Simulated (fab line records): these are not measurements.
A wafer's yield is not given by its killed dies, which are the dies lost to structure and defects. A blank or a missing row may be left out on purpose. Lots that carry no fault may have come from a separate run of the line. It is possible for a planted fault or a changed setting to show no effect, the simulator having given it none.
A lot that was struck, set against a sound lot + flow sky130 + 14 out of 708 route steps
Sound: the wafers L212.2, L212.4, L212.5. Struck: wafers L207.1, L207.3, L207.6. Last of all comes the cause.
At each step with rows: each side's tool, then ch and its chambers, then its first start. Under that, the readings that differ: sound wafers + struck wafers + difference of the means + sigmas: that difference in standard deviations of wafers without a fault.
alike: words and numbers the same on both sides, and readings whose means are apart by under 2 such deviations; not compared: readings that were withheld, readings missing a value for some wafer, numbers with overlapping values and no deviation given by the record, and bounds like >300 which may hide the same value.
The two part at a step that has a row with sigmas, a row that says differs or no value, or rows on one side only. Numbers that don't overlap but have no deviation are shown without sigmas and don't part them. A reading missing from all wafers of one side parts the sides only when that side holds two or more wafers.

first, 3 steps without rows for these wafers: SKY_METAL4_CLEAN_21 (cleans in IPA, time 180 s); SKY_METAL4_CLEAN_22 (cleans in O3/DIW); SKY_VIA4_HDPCVD_00 (deposits SiO2, target thk 1750 nm, time 291.7 s).
SKY_VIA4_THK_MEAS_01:
  sound: film metro-01 at day 47 23:08; struck: film metro-04 at day 46 12:03
  alike: VIA4_HDPCVD_THK
SKY_VIA4_CMP_02: polishes SiO2.
  sound on cmp-01 ch 1,3, day 47 23:14; struck on cmp-02 ch 0,1,2, day 46 12:10
  alike: motor current A, retaining ring pressure frac, slurry flow ml min
SKY_VIA4_BOW_MEAS_03:
  sound: film metro-03 at day 47 23:31; struck: film metro-01 at day 46 12:25
  alike: VIA4_BOW
then, 6 steps without rows for these wafers: SKY_VIA4_DEHYDRATE_04 (time 60 s); SKY_VIA4_HMDS_05 (prime time 60 s); SKY_VIA4_COAT_06 (resist thk 1140 nm); SKY_VIA4_SOFTBAKE_07 (time 60 s); SKY_VIA4_EXPOSE_08 (exposes mask VIM4, target cd 800 nm); SKY_VIA4_PEB_09.
SKY_VIA4_DEVELOP_10: develop time 60 s.
  sound on litho track-02 ch 0, day 48 17:47; struck on litho track-02, day 47 08:40
  no value came back on the struck wafers for chill plate temp C (C), develop time s (s); on the sound wafers chill plate temp C (C) reads 22.97 23.21 22.98
SKY_VIA4_OVL_MEAS_11:
  sound: overlay-01 at day 48 17:55; struck: overlay-01 at day 47 08:49
| reading       | sound       | struck | difference                    | sigmas |
|---------------|-------------|--------|-------------------------------|--------|
| VIA4_OVL (nm) | 2.8 2.4 2.4 | - - -  | no value on the struck wafers |        |

## WHERE THEY PART
First at SKY_VIA4_DEVELOP_10; last, within this record, at SKY_VIA4_OVL_MEAS_11.

WHY: whatever the simulator had introduced
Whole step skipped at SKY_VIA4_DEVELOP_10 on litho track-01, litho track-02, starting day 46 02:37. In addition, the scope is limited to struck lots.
